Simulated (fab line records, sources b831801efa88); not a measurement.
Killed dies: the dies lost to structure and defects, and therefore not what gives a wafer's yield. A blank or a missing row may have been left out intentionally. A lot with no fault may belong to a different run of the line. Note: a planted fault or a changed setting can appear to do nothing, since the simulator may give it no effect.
Which tool did it? || flow sky130 || Sampling: 10 lots, 30 wafers, 6 of 708 route steps

WHAT THE GAUGES READ, wafer by wafer
SKY_SONOS_ONO_THK_MEAS_01. Usual: SONOS_ONO_OXIDATION_THK 2.60 nm, standard deviation 0.052.
{"lot": "L756", "measured": "day 11 05:19", "on": "film-metro-01", "SONOS_ONO_OXIDATION_THK (nm)": "2.60 2.60 2.49", "flag": ""}
{"lot": "L757", "measured": "day 11 10:44", "on": "film-metro-03", "SONOS_ONO_OXIDATION_THK (nm)": "2.61 2.56 2.61", "flag": ""}
{"lot": "L764", "measured": "day 15 04:02", "on": "film-metro-04", "SONOS_ONO_OXIDATION_THK (nm)": "2.49 2.50 2.58", "flag": ""}
{"lot": "L766", "measured": "day 15 05:14", "on": "film-metro-04", "SONOS_ONO_OXIDATION_THK (nm)": "2.56 2.50 2.61", "flag": ""}
{"lot": "L767", "measured": "day 15 08:14", "on": "film-metro-01", "SONOS_ONO_OXIDATION_THK (nm)": "2.56 2.57 2.50", "flag": ""}
{"lot": "L768", "measured": "day 15 13:35", "on": "film-metro-01", "SONOS_ONO_OXIDATION_THK (nm)": "2.62 2.53 2.57", "flag": ""}
{"lot": "L769", "measured": "day 16 07:04", "on": "film-metro-03", "SONOS_ONO_OXIDATION_THK (nm)": "2.61 2.60 2.58", "flag": ""}
{"lot": "L772", "measured": "day 16 22:19", "on": "film-metro-04", "SONOS_ONO_OXIDATION_THK (nm)": "2.59 2.70 2.63", "flag": ""}
{"lot": "L778", "measured": "day 18 19:52", "on": "film-metro-04", "SONOS_ONO_OXIDATION_THK (nm)": "2.63 2.61 2.61", "flag": ""}
{"lot": "L779", "measured": "day 18 21:35", "on": "film-metro-04", "SONOS_ONO_OXIDATION_THK (nm)": "2.56 2.57 2.64", "flag": ""}

SKY_METAL1_RS_MEAS_05: a four-point-probe measurement. Usual: METAL1_ALCU_RS 0.1272 ohm/sq, standard deviation 0.0015.
{"lot": "L756", "measured": "day 32 08:13", "on": "film-metro-03", "METAL1_ALCU_RS (ohm/sq)": "0.1291 0.1305 0.1326", "flag": ""}
{"lot": "L757", "measured": "day 32 04:36", "on": "film-metro-03", "METAL1_ALCU_RS (ohm/sq)": "0.1271 0.1276 0.1267", "flag": ""}
{"lot": "L764", "measured": "day 35 11:58", "on": "film-metro-02", "METAL1_ALCU_RS (ohm/sq)": "0.1271 0.1262 0.1263", "flag": ""}
{"lot": "L766", "measured": "day 35 19:35", "on": "film-metro-04", "METAL1_ALCU_RS (ohm/sq)": "0.1297 0.1260 0.1293", "flag": ""}
{"lot": "L767", "measured": "day 35 15:40", "on": "film-metro-04", "METAL1_ALCU_RS (ohm/sq)": "0.1255 0.1248 0.1238", "flag": ""}
{"lot": "L768", "measured": "day 35 20:44", "on": "film-metro-03", "METAL1_ALCU_RS (ohm/sq)": "0.1268 0.1244 0.1253", "flag": ""}
{"lot": "L769", "measured": "day 36 17:46", "on": "film-metro-03", "METAL1_ALCU_RS (ohm/sq)": "0.1284 0.1271 0.1263", "flag": ""}
{"lot": "L772", "measured": "day 37 06:12", "on": "film-metro-03", "METAL1_ALCU_RS (ohm/sq)": "0.1288 0.1256 0.1286", "flag": ""}
{"lot": "L778", "measured": "day 38 21:19", "on": "film-metro-02", "METAL1_ALCU_RS (ohm/sq)": "0.1277 0.1115 0.1275", "flag": "OFF"}
{"lot": "L779", "measured": "day 38 18:53", "on": "film-metro-04", "METAL1_ALCU_RS (ohm/sq)": "0.1286 0.1299 0.1275", "flag": ""}

SKY_METAL1_THK_MEAS_06: measures by xrf. Usual: METAL1_ALCU_THK 248 nm, standard deviation 3.3.
{"lot": "L756", "measured": "day 32 08:20", "on": "film-metro-03", "METAL1_ALCU_THK (nm)": "242 241 236", "flag": ""}
{"lot": "L757", "measured": "day 32 04:43", "on": "film-metro-03", "METAL1_ALCU_THK (nm)": "250 248 249", "flag": ""}
{"lot": "L764", "measured": "day 35 12:04", "on": "film-metro-02", "METAL1_ALCU_THK (nm)": "251 252 255", "flag": ""}
{"lot": "L766", "measured": "day 35 19:43", "on": "film-metro-04", "METAL1_ALCU_THK (nm)": "243 250 244", "flag": ""}
{"lot": "L767", "measured": "day 35 15:47", "on": "film-metro-04", "METAL1_ALCU_THK (nm)": "251 253 254", "flag": ""}
{"lot": "L768", "measured": "day 35 20:51", "on": "film-metro-03", "METAL1_ALCU_THK (nm)": "248 252 251", "flag": ""}
{"lot": "L769", "measured": "day 36 17:53", "on": "film-metro-03", "METAL1_ALCU_THK (nm)": "243 249 252", "flag": ""}
{"lot": "L772", "measured": "day 37 06:19", "on": "film-metro-03", "METAL1_ALCU_THK (nm)": "247 253 246", "flag": ""}
{"lot": "L778", "measured": "day 38 21:25", "on": "film-metro-02", "METAL1_ALCU_THK (nm)": "250 284 250", "flag": "OFF"}
{"lot": "L779", "measured": "day 38 19:00", "on": "film-metro-04", "METAL1_ALCU_THK (nm)": "247 246 247", "flag": ""}

WHICH TOOL RAN EACH LOT (tool, then ch and the chambers of the sampled wafers, then the start)
{"lot": "L756", "SKY_VT_ADJUST_PCH_STRIP_09": "plasma-asher-01 ch 0,1, day 10 02:14", "SKY_LDD_LDN_STRIP_12": "plasma-asher-03 ch 0,1, day 23 13:20", "SKY_METAL1_SPUTTER_02": "pvd-sputter-03, day 32 08:07"}
{"lot": "L757", "SKY_VT_ADJUST_PCH_STRIP_09": "plasma-asher-01 ch 0,1, day 10 10:13", "SKY_LDD_LDN_STRIP_12": "plasma-asher-01 ch 0,1, day 23 09:38", "SKY_METAL1_SPUTTER_02": "pvd-sputter-01, day 32 04:31"}
{"lot": "L764", "SKY_VT_ADJUST_PCH_STRIP_09": "plasma-asher-01 ch 0,1, day 14 06:28", "SKY_LDD_LDN_STRIP_12": "plasma-asher-01 ch 0,1, day 27 03:42", "SKY_METAL1_SPUTTER_02": "pvd-sputter-04, day 35 11:50"}
{"lot": "L766", "SKY_VT_ADJUST_PCH_STRIP_09": "plasma-asher-01 ch 0,1, day 14 06:49", "SKY_LDD_LDN_STRIP_12": "plasma-asher-03 ch 0,1, day 27 05:55", "SKY_METAL1_SPUTTER_02": "pvd-sputter-03, day 35 19:30"}
{"lot": "L767", "SKY_VT_ADJUST_PCH_STRIP_09": "plasma-asher-03 ch 0,1, day 14 07:34", "SKY_LDD_LDN_STRIP_12": "plasma-asher-01 ch 0,1, day 27 05:56", "SKY_METAL1_SPUTTER_02": "pvd-sputter-01, day 35 15:34"}
{"lot": "L768", "SKY_VT_ADJUST_PCH_STRIP_09": "plasma-asher-03 ch 0,1, day 14 09:13", "SKY_LDD_LDN_STRIP_12": "plasma-asher-03 ch 0,1, day 27 08:23", "SKY_METAL1_SPUTTER_02": "pvd-sputter-03, day 35 20:38"}
{"lot": "L769", "SKY_VT_ADJUST_PCH_STRIP_09": "plasma-asher-02 ch 0,1, day 15 02:40", "SKY_LDD_LDN_STRIP_12": "plasma-asher-03 ch 0,1, day 28 08:28", "SKY_METAL1_SPUTTER_02": "pvd-sputter-01, day 36 17:40"}
{"lot": "L772", "SKY_VT_ADJUST_PCH_STRIP_09": "plasma-asher-02 ch 0,1, day 15 15:44", "SKY_LDD_LDN_STRIP_12": "plasma-asher-01 ch 0,1, day 28 22:32", "SKY_METAL1_SPUTTER_02": "pvd-sputter-03, day 37 06:05"}
{"lot": "L778", "SKY_VT_ADJUST_PCH_STRIP_09": "plasma-asher-02 ch 0,1, day 17 10:52", "SKY_LDD_LDN_STRIP_12": "plasma-asher-04 ch 0,1, day 30 16:58", "SKY_METAL1_SPUTTER_02": "pvd-sputter-01, day 38 21:11"}
{"lot": "L779", "SKY_VT_ADJUST_PCH_STRIP_09": "plasma-asher-03 ch 0,1, day 17 13:40", "SKY_LDD_LDN_STRIP_12": "plasma-asher-03 ch 0,1, day 30 15:19", "SKY_METAL1_SPUTTER_02": "pvd-sputter-04, day 38 18:47"}
- SKY_VT_ADJUST_PCH_STRIP_09: strips in O2/N2.
- SKY_LDD_LDN_STRIP_12: strips in O2/N2.
- SKY_METAL1_SPUTTER_02: material AlCu, target thk 250 nm, time 13.3 s.

AS READ BY THE TOOLS THEMSELVES (means over the sampled wafers that have a number; for cases with no such wafer, the mark the record gives instead)
SKY_VT_ADJUST_PCH_STRIP_09. Usual: drypump-motor-current-A 5.72 A, standard deviation 0.23; oes-product-au 0.722 a.u., standard deviation 0.0046; strip-time-to-endpoint-s 36.90 s, standard deviation 0.1.
{"lot": "L756", "tool": "plasma-asher-01", "drypump-motor-current-A (A)": 5.81, "oes-product-au (a.u.)": 0.724, "strip-time-to-endpoint-s (s)": 36.85, "flag": ""}
{"lot": "L757", "tool": "plasma-asher-01", "drypump-motor-current-A (A)": 5.83, "oes-product-au (a.u.)": 0.727, "strip-time-to-endpoint-s (s)": 36.85, "flag": ""}
{"lot": "L764", "tool": "plasma-asher-01", "drypump-motor-current-A (A)": 5.78, "oes-product-au (a.u.)": 0.726, "strip-time-to-endpoint-s (s)": 36.96, "flag": ""}
{"lot": "L766", "tool": "plasma-asher-01", "drypump-motor-current-A (A)": 5.84, "oes-product-au (a.u.)": 0.723, "strip-time-to-endpoint-s (s)": 36.80, "flag": ""}
{"lot": "L767", "tool": "plasma-asher-03", "drypump-motor-current-A (A)": 5.89, "oes-product-au (a.u.)": 0.719, "strip-time-to-endpoint-s (s)": 36.70, "flag": ""}
{"lot": "L768", "tool": "plasma-asher-03", "drypump-motor-current-A (A)": 5.90, "oes-product-au (a.u.)": 0.721, "strip-time-to-endpoint-s (s)": 37.00, "flag": ""}
{"lot": "L769", "tool": "plasma-asher-02", "drypump-motor-current-A (A)": 5.45, "oes-product-au (a.u.)": 0.718, "strip-time-to-endpoint-s (s)": 36.92, "flag": ""}
{"lot": "L772", "tool": "plasma-asher-02", "drypump-motor-current-A (A)": 5.44, "oes-product-au (a.u.)": 0.719, "strip-time-to-endpoint-s (s)": 37.04, "flag": ""}
{"lot": "L778", "tool": "plasma-asher-02", "drypump-motor-current-A (A)": 5.39, "oes-product-au (a.u.)": 0.719, "strip-time-to-endpoint-s (s)": 37.04, "flag": ""}
{"lot": "L779", "tool": "plasma-asher-03", "drypump-motor-current-A (A)": 5.89, "oes-product-au (a.u.)": 0.722, "strip-time-to-endpoint-s (s)": 36.87, "flag": ""}

SKY_LDD_LDN_STRIP_12. Usual: drypump-motor-current-A 5.83 A, standard deviation 0.24; oes-product-au 0.715 a.u., standard deviation 0.0048; strip-time-to-endpoint-s 14.18 s, standard deviation 0.037.
{"lot": "L756", "tool": "plasma-asher-03", "drypump-motor-current-A (A)": 5.89, "oes-product-au (a.u.)": 0.717, "strip-time-to-endpoint-s (s)": 14.21, "flag": ""}
{"lot": "L757", "tool": "plasma-asher-01", "drypump-motor-current-A (A)": 5.78, "oes-product-au (a.u.)": 0.716, "strip-time-to-endpoint-s (s)": 14.21, "flag": ""}
{"lot": "L764", "tool": "plasma-asher-01", "drypump-motor-current-A (A)": 5.78, "oes-product-au (a.u.)": 0.720, "strip-time-to-endpoint-s (s)": 14.20, "flag": ""}
{"lot": "L766", "tool": "plasma-asher-03", "drypump-motor-current-A (A)": 5.76, "oes-product-au (a.u.)": 0.713, "strip-time-to-endpoint-s (s)": 14.23, "flag": ""}
{"lot": "L767", "tool": "plasma-asher-01", "drypump-motor-current-A (A)": 5.84, "oes-product-au (a.u.)": 0.715, "strip-time-to-endpoint-s (s)": 14.11, "flag": ""}
{"lot": "L768", "tool": "plasma-asher-03", "drypump-motor-current-A (A)": 5.77, "oes-product-au (a.u.)": 0.717, "strip-time-to-endpoint-s (s)": 14.19, "flag": ""}
{"lot": "L769", "tool": "plasma-asher-03", "drypump-motor-current-A (A)": 5.90, "oes-product-au (a.u.)": 0.713, "strip-time-to-endpoint-s (s)": 14.17, "flag": ""}
{"lot": "L772", "tool": "plasma-asher-01", "drypump-motor-current-A (A)": 5.78, "oes-product-au (a.u.)": 0.718, "strip-time-to-endpoint-s (s)": 14.21, "flag": ""}
{"lot": "L778", "tool": "plasma-asher-04", "drypump-motor-current-A (A)": 6.20, "oes-product-au (a.u.)": 0.714, "strip-time-to-endpoint-s (s)": 14.23, "flag": ""}
{"lot": "L779", "tool": "plasma-asher-03", "drypump-motor-current-A (A)": 5.90, "oes-product-au (a.u.)": 0.714, "strip-time-to-endpoint-s (s)": 14.16, "flag": ""}

SKY_METAL1_SPUTTER_02. Usual: 29.9 % for throttle-valve-pct, sd 1.
{"lot": "L756", "tool": "pvd-sputter-03", "throttle-valve-pct (%)": 30.3, "flag": ""}
{"lot": "L757", "tool": "pvd-sputter-01", "throttle-valve-pct (%)": 29.1, "flag": ""}
{"lot": "L764", "tool": "pvd-sputter-04", "throttle-valve-pct (%)": 29.7, "flag": ""}
{"lot": "L766", "tool": "pvd-sputter-03", "throttle-valve-pct (%)": 30.6, "flag": ""}
{"lot": "L767", "tool": "pvd-sputter-01", "throttle-valve-pct (%)": 29.0, "flag": ""}
{"lot": "L768", "tool": "pvd-sputter-03", "throttle-valve-pct (%)": 28.9, "flag": ""}
{"lot": "L769", "tool": "pvd-sputter-01", "throttle-valve-pct (%)": 29.3, "flag": ""}
{"lot": "L772", "tool": "pvd-sputter-03", "throttle-valve-pct (%)": 30.7, "flag": ""}
{"lot": "L778", "tool": "pvd-sputter-01", "throttle-valve-pct (%)": 28.8, "flag": ""}
{"lot": "L779", "tool": "pvd-sputter-04", "throttle-valve-pct (%)": 30.7, "flag": ""}

THE ANSWER, worked out from the rows above alone
Rule: lot off if the mean of its wafers having a number is beyond 3 standard deviations from the usual mean. Also off: a lot with no number at a reading for which 4 or more lots have one. Where the step has rows for the other lots, those lots are counted as sound. After the gauges, taken in route order, come the tools' own readings; for these a lot's mean is taken, as printed above. The first step at which some lot is off is used, and at that step the reading that is off furthest; a lot without a number counts as furthest.
Off: at SKY_METAL1_RS_MEAS_05 (METAL1_ALCU_RS), L778.
A tool fits if, at a process step before that reading, it ran every lot that is off, and no sound lot after the first of them. Those tools and the gauges at SKY_METAL1_RS_MEAS_05 are tried in the same way. Can't be told from this: 4 tools fit, plasma-asher-02 at SKY_VT_ADJUST_PCH_STRIP_09, plasma-asher-04 at SKY_LDD_LDN_STRIP_12, pvd-sputter-01 at SKY_METAL1_SPUTTER_02, film-metro-02 at SKY_METAL1_RS_MEAS_05.

WHAT THE SIMULATOR HAD PUT IN
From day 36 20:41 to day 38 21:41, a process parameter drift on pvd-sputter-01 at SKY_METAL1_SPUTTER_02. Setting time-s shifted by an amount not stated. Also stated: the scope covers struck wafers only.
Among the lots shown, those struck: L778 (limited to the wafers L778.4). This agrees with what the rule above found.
